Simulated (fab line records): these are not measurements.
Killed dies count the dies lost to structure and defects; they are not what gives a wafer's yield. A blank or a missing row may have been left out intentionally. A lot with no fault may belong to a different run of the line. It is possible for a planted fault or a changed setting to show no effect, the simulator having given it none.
Matching of chambers ; flow gf180mcu ; 4 sister chambers for GF_V1_CMP_26 on cmp-01
The step polishes, stops on SiO2, t overpolish 15 s, target thk 0 nm. 14 wafers are shown with their chamber, then 7 later ones without.

== WAFERS WITH THEIR CHAMBER ==
wafer;chamber;motor current A (A);time to endpoint s (s);overpolish run s (s)
L346.1;2;8.9;87;14.996
L346.2;3;9.8;83;15.008
L346.3;0;11.2;79;14.995
L348.4;2;9.3;86;14.999
L348.5;2;9.0;89;15.010
L348.6;1;10.7;85;15.003
L351.1;1;11.1;85;14.990
L351.5;3;10.5;86;14.985
L351.6;2;8.8;87;15.007
L356.3;3;10.2;91;15.004
L356.5;3;10.7;89;15.010
L356.6;2;8.7;94;14.991
L360.1;3;10.4;86;14.992
L360.2;2;9.5;90;14.984

SIGNATURES, as means of the wafers listed above
reading;chamber 0;chamber 1;chamber 2;chamber 3;scatter within a chamber
motor current A;11.200;10.900;9.033;10.320;0.32
time to endpoint s;79.00;85.00;88.83;87.00;2.84
overpolish run s;14.99500;14.99650;14.99783;14.99980;0.0101
Rule: distance of a wafer from a chamber = root of the sum over the readings of ((wafer's reading minus chamber's mean) / reading's scatter) squared. If the next closest chamber is less than 2 further off than the closest, the wafer can't be placed; otherwise it belongs to the closest. The scatter: take each reading less its chamber's mean, square it, sum over the shown wafers, divide by the number of wafers less the number of chambers, and take the root.

== WAFERS WITHOUT THEIR CHAMBER ==
wafer;motor current A (A);time to endpoint s (s);overpolish run s (s)
L360.5;12.6;87;14.999
L361.1;11.4;89;14.993
L361.2;9.8;85;14.991
L361.6;8.8;94;14.998
L368.2;11.2;83;15.019
L368.4;9.5;88;15.006
L368.5;10.8;83;15.007

== WHICH CHAMBER EACH ONE RAN IN ==
wafer;from the rows above;in truth
L360.5;can't be placed: 0 or 1 or 3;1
L361.1;can't be placed: 1 or 3 or 0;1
L361.2;can't be placed: 3 or 2 or 1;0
L361.6;2;2
L368.2;can't be placed: 1 or 0 or 3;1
L368.4;can't be placed: 2 or 3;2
L368.5;can't be placed: 1 or 3 or 0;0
1 of 7 placed correctly. Can't be placed from these rows: 6 (the true chamber is among the candidates in 5). Placed wrongly: 0.
